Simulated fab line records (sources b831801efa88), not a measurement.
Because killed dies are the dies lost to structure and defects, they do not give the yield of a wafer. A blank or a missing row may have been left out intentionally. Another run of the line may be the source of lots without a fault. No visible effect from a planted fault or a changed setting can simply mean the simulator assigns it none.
A lot that was struck, set against a sound lot    flow gf180mcu    18 out of 602 route steps
Sound: wafers L615.2, L615.3, L615.5. Struck: wafers L621.1, L621.4. At the end, the cause is stated.
For every step that has rows: the tool of each side, followed by ch and its chambers, followed by its first start. Under that, the readings that differ: sound wafers    struck wafers    difference of the means    sigmas: that difference in standard deviations of wafers without a fault.
alike: readings with means less than 2 such deviations apart, plus words and numbers identical on both sides. not compared: withheld readings, readings lacking a value on some wafer, bounds such as >300 that could conceal the same value, and numbers that have no deviation in the record and whose values overlap.
Wherever a step has rows on one side only, a row that says differs or no value, or a row with sigmas, the two part there. When numbers do not overlap yet have no deviation, they are printed without sigmas and do not part them. Lack of a reading on every wafer of one side parts them only where that side has two or more wafers.

first, 2 steps without rows for these wafers: GF_CONTACT_PEB_12 (peb time 90 s); GF_CONTACT_DEVELOP_13 (develop time 60 s).
GF_CONTACT_CD_MEAS_14: the cd target is 220 nm.
  sound on cd-sem-01 at day 20 03:42; struck on cd-sem-01 at day 22 08:10
  alike: cd-nm
GF_CONTACT_OVL_MEAS_15:
  sound on overlay-01 at day 20 03:49; struck on overlay-01 at day 22 08:17
  alike: CONTACT_OVL
GF_CONTACT_ETCH_16: etches BARC in N2/H2.
  sound on rie-diel-03 ch 0,3, day 20 03:50; struck on rie-diel-04 ch 1,3, day 22 08:19
  alike: drypump-motor-current-A, oes-product-au, throttle-valve-pct
GF_CONTACT_ETCH_17: etches SiO2 in C4F8/O2/Ar, stops on CoSi2, target depth 860 nm.
  sound on rie-diel-03 ch 0,3; struck on rie-diel-04 ch 1,3
  alike: oes-product-au
GF_CONTACT_STRIP_18: strips in O2/N2.
  sound on plasma-asher-02 ch 0,1, day 20 04:00; struck on plasma-asher-02 ch 1, day 22 08:28
  alike: drypump-motor-current-A, heater-power-w, oes-product-au
  not compared: rf-hours-counter-h
then, 4 steps without rows for these wafers: GF_CONTACT_CLEAN_19 (cleans in SPM); GF_CONTACT_CLEAN_20 (cleans in DIW); GF_CONTACT_CLEAN_21 (cleans in dHF, time 20 s); GF_CONTACT_SPUTTER_22 (material Ti, target thk 15 nm, time 80.02 s).
GF_CONTACT_SPUTTER_23: material TiN, target thk 10 nm, time 40 s.
  sound on pvd-sputter-03 at day 20 04:22; struck on pvd-sputter-01 at day 22 08:50
  alike: throttle-valve-pct
GF_CONTACT_CVD_24: deposits W, target thk 300 nm, time 90.339 s.
  sound on cvd-w-02 ch 0,1, day 20 04:25; struck on cvd-w-02 ch 0, day 22 08:53
reading                                sound            struck       difference  sigmas
model.W_of_CONTACT_CVD_24.thk-nm (nm)  294.8 295 299.4  395.5 393.7  +98.2       
  alike: heater-power-w
GF_CONTACT_RS_MEAS_25: the measuring method here is four-point-probe.
  sound on film-metro-03 at day 20 04:32; struck on film-metro-02 at day 22 08:59
reading                sound              struck       difference  sigmas
CONTACT_W_RS (ohm/sq)  0.390 0.390 0.384  0.290 0.290  -0.098      -21
GF_CONTACT_THK_MEAS_26: measures by xrf.
  sound on film-metro-03 at day 20 04:38; struck on film-metro-02 at day 22 09:06
reading             sound        struck   difference  sigmas
CONTACT_W_THK (nm)  290 289 295  387 383  +94         +18
GF_CONTACT_CMP_27: polishes, stops on SiO2, t overpolish 15 s, target thk 0 nm.
  sound on cmp-02 ch 0,1,3, day 20 04:56; struck on cmp-02 ch 0,1, day 22 09:13
reading                 sound     struck   difference  sigmas
time-to-endpoint-s (s)  66 73 75  100 101  +29         +8
  alike: motor-current-A
GF_M1_SPUTTER_00: material Ti, target thk 37.5 nm, time 150 s.
  sound on pvd-sputter-04 at day 20 05:11; struck on pvd-sputter-01 at day 22 09:28
  alike: throttle-valve-pct
GF_PASSIVATION_PROBE_99:
  the record holds rows for the sound wafers here (prober-02, day 32 11:58) but none for the struck ones

== WHERE THEY PART ==
First at GF_CONTACT_RS_MEAS_25; last, within this record, at GF_PASSIVATION_PROBE_99.

WHY: what the simulator had put in
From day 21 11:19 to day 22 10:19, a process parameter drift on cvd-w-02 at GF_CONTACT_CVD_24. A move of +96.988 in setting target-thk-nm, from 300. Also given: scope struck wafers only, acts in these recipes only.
